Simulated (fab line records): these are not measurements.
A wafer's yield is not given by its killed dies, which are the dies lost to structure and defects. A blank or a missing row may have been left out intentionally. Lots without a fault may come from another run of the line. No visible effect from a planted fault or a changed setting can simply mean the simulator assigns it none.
Which tool did it? :: flow gf180mcu :: 12 lots with 36 wafers sampled at 4 steps, on a route of 602 steps

## WHAT THE GAUGES SHOWED, per wafer
GF_POLY_GATE_THK_MEAS_17. Usual: POLY_GATE_OXIDATION_THK gives 3.94 nm (standard deviation 0.071).
lot: L523
measured: day 9 06:42
on: filmMetro-03
POLY_GATE_OXIDATION_THK (nm): 3.89 3.87 3.88
flag: 

lot: L524
measured: day 9 12:20
on: filmMetro-01
POLY_GATE_OXIDATION_THK (nm): 4.01 3.99 4.10
flag: 

lot: L532
measured: day 11 22:47
on: filmMetro-01
POLY_GATE_OXIDATION_THK (nm): 3.97 3.99 4.01
flag: 

lot: L533
measured: day 12 12:05
on: filmMetro-03
POLY_GATE_OXIDATION_THK (nm): 3.94 3.99 3.94
flag: 

lot: L534
measured: day 12 15:31
on: filmMetro-03
POLY_GATE_OXIDATION_THK (nm): 3.93 3.95 3.93
flag: 

lot: L535
measured: day 12 19:06
on: filmMetro-03
POLY_GATE_OXIDATION_THK (nm): 3.96 3.90 3.95
flag: 

lot: L539
measured: day 13 23:00
on: filmMetro-01
POLY_GATE_OXIDATION_THK (nm): 3.94 3.92 3.87
flag: 

lot: L541
measured: day 14 12:37
on: filmMetro-01
POLY_GATE_OXIDATION_THK (nm): 4.01 3.95 3.99
flag: 

lot: L542
measured: day 14 23:40
on: filmMetro-03
POLY_GATE_OXIDATION_THK (nm): 3.98 4.05 4.06
flag: 

lot: L543
measured: day 15 08:20
on: filmMetro-04
POLY_GATE_OXIDATION_THK (nm): 4.03 4.00 4.06
flag: 

lot: L544
measured: day 15 13:59
on: filmMetro-04
POLY_GATE_OXIDATION_THK (nm): 3.86 3.87 3.90
flag: 

lot: L545
measured: day 15 22:58
on: filmMetro-01
POLY_GATE_OXIDATION_THK (nm): 3.78 3.90 3.90
flag: 

GF_PSD_RS_MEAS_14: measurement is done with a four-point probe. Usual: NSD_RS gives 46.10 ohm/sq (standard deviation 0.096).
lot: L523
measured: day 14 05:31
on: filmMetro-01
NSD_RS (ohm/sq): 45.96 45.87 46.04
flag: 

lot: L524
measured: day 14 10:23
on: filmMetro-02
NSD_RS (ohm/sq): 46.17 46.24 46.12
flag: 

lot: L532
measured: day 17 09:13
on: filmMetro-04
NSD_RS (ohm/sq): 46.91 46.80 46.88
flag: OFF

lot: L533
measured: day 18 02:34
on: filmMetro-04
NSD_RS (ohm/sq): 46.96 46.97 47.01
flag: OFF

lot: L534
measured: day 18 06:34
on: filmMetro-04
NSD_RS (ohm/sq): 46.15 46.09 46.13
flag: 

lot: L535
measured: day 18 11:22
on: filmMetro-01
NSD_RS (ohm/sq): 46.02 46.02 46.00
flag: 

lot: L539
measured: day 19 19:02
on: filmMetro-04
NSD_RS (ohm/sq): 46.04 46.18 46.07
flag: 

lot: L541
measured: day 20 12:05
on: filmMetro-02
NSD_RS (ohm/sq): 46.18 46.07 46.14
flag: 

lot: L542
measured: day 21 01:04
on: filmMetro-02
NSD_RS (ohm/sq): 46.12 46.10 46.07
flag: 

lot: L543
measured: day 21 08:56
on: filmMetro-01
NSD_RS (ohm/sq): 46.05 46.05 45.97
flag: 

lot: L544
measured: day 21 15:50
on: filmMetro-01
NSD_RS (ohm/sq): 45.92 46.17 45.90
flag: 

lot: L545
measured: day 22 02:36
on: filmMetro-01
NSD_RS (ohm/sq): 46.03 46.03 46.05
flag: 

## WHICH TOOL RAN EACH LOT (tool, then ch and the chambers of the sampled wafers, then the start)
lot: L523
GF_NSD_IMPLANT_09: implanter-02 ch 0, day 13 08:03
GF_NSD_STRIP_11: plasmaAsher-02 ch 0,1, day 13 08:20

lot: L524
GF_NSD_IMPLANT_09: implanter-01 ch 0, day 13 13:09
GF_NSD_STRIP_11: plasmaAsher-04 ch 0,1, day 13 13:26

lot: L532
GF_NSD_IMPLANT_09: implanter-02 ch 0, day 16 08:55
GF_NSD_STRIP_11: plasmaAsher-04 ch 0,1, day 16 09:31

lot: L533
GF_NSD_IMPLANT_09: implanter-02 ch 0, day 17 02:46
GF_NSD_STRIP_11: plasmaAsher-03 ch 0,1, day 17 03:04

lot: L534
GF_NSD_IMPLANT_09: implanter-01 ch 0, day 17 06:07
GF_NSD_STRIP_11: plasmaAsher-02 ch 0,1, day 17 06:23

lot: L535
GF_NSD_IMPLANT_09: implanter-01 ch 0, day 17 10:30
GF_NSD_STRIP_11: plasmaAsher-04 ch 0,1, day 17 10:46

lot: L539
GF_NSD_IMPLANT_09: implanter-03 ch 0, day 18 18:32
GF_NSD_STRIP_11: plasmaAsher-03 ch 0,1, day 18 18:50

lot: L541
GF_NSD_IMPLANT_09: implanter-03 ch 0, day 19 10:49
GF_NSD_STRIP_11: plasmaAsher-03 ch 0,1, day 19 11:05

lot: L542
GF_NSD_IMPLANT_09: implanter-02 ch 0, day 19 23:38
GF_NSD_STRIP_11: plasmaAsher-03 ch 0,1, day 19 23:56

lot: L543
GF_NSD_IMPLANT_09: implanter-02 ch 0, day 20 08:18
GF_NSD_STRIP_11: plasmaAsher-03 ch 0,1, day 20 08:34

lot: L544
GF_NSD_IMPLANT_09: implanter-02 ch 0, day 20 14:51
GF_NSD_STRIP_11: plasmaAsher-03 ch 0,1, day 20 15:07

lot: L545
GF_NSD_IMPLANT_09: implanter-01 ch 0, day 21 02:28
GF_NSD_STRIP_11: plasmaAsher-03 ch 0,1, day 21 02:46
- GF_NSD_IMPLANT_09
- GF_NSD_STRIP_11: strips in O2/N2.

## WHAT THE TOOLS THEMSELVES READ (means of the sampled wafers that have a number; where no wafer has one, the mark that the record gives instead)
GF_NSD_IMPLANT_09. Usual: beamEnergyKeV reads 59.997 (standard deviation 0.019).
lot: L523
tool: implanter-02
beamEnergyKeV: 60.016
flag: 

lot: L524
tool: implanter-01
beamEnergyKeV: 59.989
flag: 

lot: L532
tool: implanter-02
beamEnergyKeV: 57.367
flag: OFF

lot: L533
tool: implanter-02
beamEnergyKeV: 57.382
flag: OFF

lot: L534
tool: implanter-01
beamEnergyKeV: 60.007
flag: 

lot: L535
tool: implanter-01
beamEnergyKeV: 59.995
flag: 

lot: L539
tool: implanter-03
beamEnergyKeV: 60.000
flag: 

lot: L541
tool: implanter-03
beamEnergyKeV: 59.999
flag: 

lot: L542
tool: implanter-02
beamEnergyKeV: 59.971
flag: 

lot: L543
tool: implanter-02
beamEnergyKeV: 60.018
flag: 

lot: L544
tool: implanter-02
beamEnergyKeV: 59.988
flag: 

lot: L545
tool: implanter-01
beamEnergyKeV: 60.002
flag: 

GF_NSD_STRIP_11. Usual: drypumpMotorCurrentA 5.84 A, standard deviation 0.23; heaterPowerW 331 W, standard deviation 13; oesProductAu 0.487 a.u., standard deviation 0.0047; stripTimeToEndpointS 22.951 s, standard deviation 0.029.
lot: L523
tool: plasmaAsher-02
drypumpMotorCurrentA (A): 5.91
heaterPowerW (W): 327
oesProductAu (a.u.): 0.487
stripTimeToEndpointS (s): 22.962
flag: 

lot: L524
tool: plasmaAsher-04
drypumpMotorCurrentA (A): 5.63
heaterPowerW (W): 336
oesProductAu (a.u.): 0.484
stripTimeToEndpointS (s): 22.954
flag: 

lot: L532
tool: plasmaAsher-04
drypumpMotorCurrentA (A): 5.62
heaterPowerW (W): 337
oesProductAu (a.u.): 0.495
stripTimeToEndpointS (s): 22.580
flag: OFF

lot: L533
tool: plasmaAsher-03
drypumpMotorCurrentA (A): 5.97
heaterPowerW (W): 329
oesProductAu (a.u.): 0.494
stripTimeToEndpointS (s): 22.599
flag: OFF

lot: L534
tool: plasmaAsher-02
drypumpMotorCurrentA (A): 5.92
heaterPowerW (W): 327
oesProductAu (a.u.): 0.485
stripTimeToEndpointS (s): 22.930
flag: 

lot: L535
tool: plasmaAsher-04
drypumpMotorCurrentA (A): 5.63
heaterPowerW (W): 337
oesProductAu (a.u.): 0.487
stripTimeToEndpointS (s): 22.909
flag: 

lot: L539
tool: plasmaAsher-03
drypumpMotorCurrentA (A): 5.95
heaterPowerW (W): 324
oesProductAu (a.u.): 0.489
stripTimeToEndpointS (s): 22.924
flag: 

lot: L541
tool: plasmaAsher-03
drypumpMotorCurrentA (A): 5.97
heaterPowerW (W): 325
oesProductAu (a.u.): 0.489
stripTimeToEndpointS (s): 22.966
flag: 

lot: L542
tool: plasmaAsher-03
drypumpMotorCurrentA (A): 6.07
heaterPowerW (W): 337
oesProductAu (a.u.): 0.485
stripTimeToEndpointS (s): 22.968
flag: 

lot: L543
tool: plasmaAsher-03
drypumpMotorCurrentA (A): 5.95
heaterPowerW (W): 328
oesProductAu (a.u.): 0.485
stripTimeToEndpointS (s): 22.972
flag: 

lot: L544
tool: plasmaAsher-03
drypumpMotorCurrentA (A): 5.95
heaterPowerW (W): 331
oesProductAu (a.u.): 0.490
stripTimeToEndpointS (s): 22.966
flag: 

lot: L545
tool: plasmaAsher-03
drypumpMotorCurrentA (A): 5.94
heaterPowerW (W): 329
oesProductAu (a.u.): 0.489
stripTimeToEndpointS (s): 22.968
flag: 

## THE ANSWER, worked out from the rows above alone
Rule: a lot is off if the mean of its wafers that have a number lies more than 3 standard deviations from the usual mean. Also off: a lot with no number at a reading for which 4 or more lots have one. The other lots that the step has rows for count as sound. The gauges are gone through in route order, then the tools' own readings, and for those a lot's mean is taken as printed above. The first step at which some lot is off is used, and at that step the reading that is off furthest; a lot without a number counts as furthest.
Off: L532, L533, seen at GF_PSD_RS_MEAS_14 (NSD_RS).
A tool fits if, at a process step before that reading, it ran every lot that is off, and no sound lot after the first of them. Not tried: the gauges at GF_PSD_RS_MEAS_14; whatever is off there is also off at GF_NSD_IMPLANT_09, on other tools, and gauge error can't account for it. No candidate that was tried fits.

## WHAT THE SIMULATOR HAD PUT IN
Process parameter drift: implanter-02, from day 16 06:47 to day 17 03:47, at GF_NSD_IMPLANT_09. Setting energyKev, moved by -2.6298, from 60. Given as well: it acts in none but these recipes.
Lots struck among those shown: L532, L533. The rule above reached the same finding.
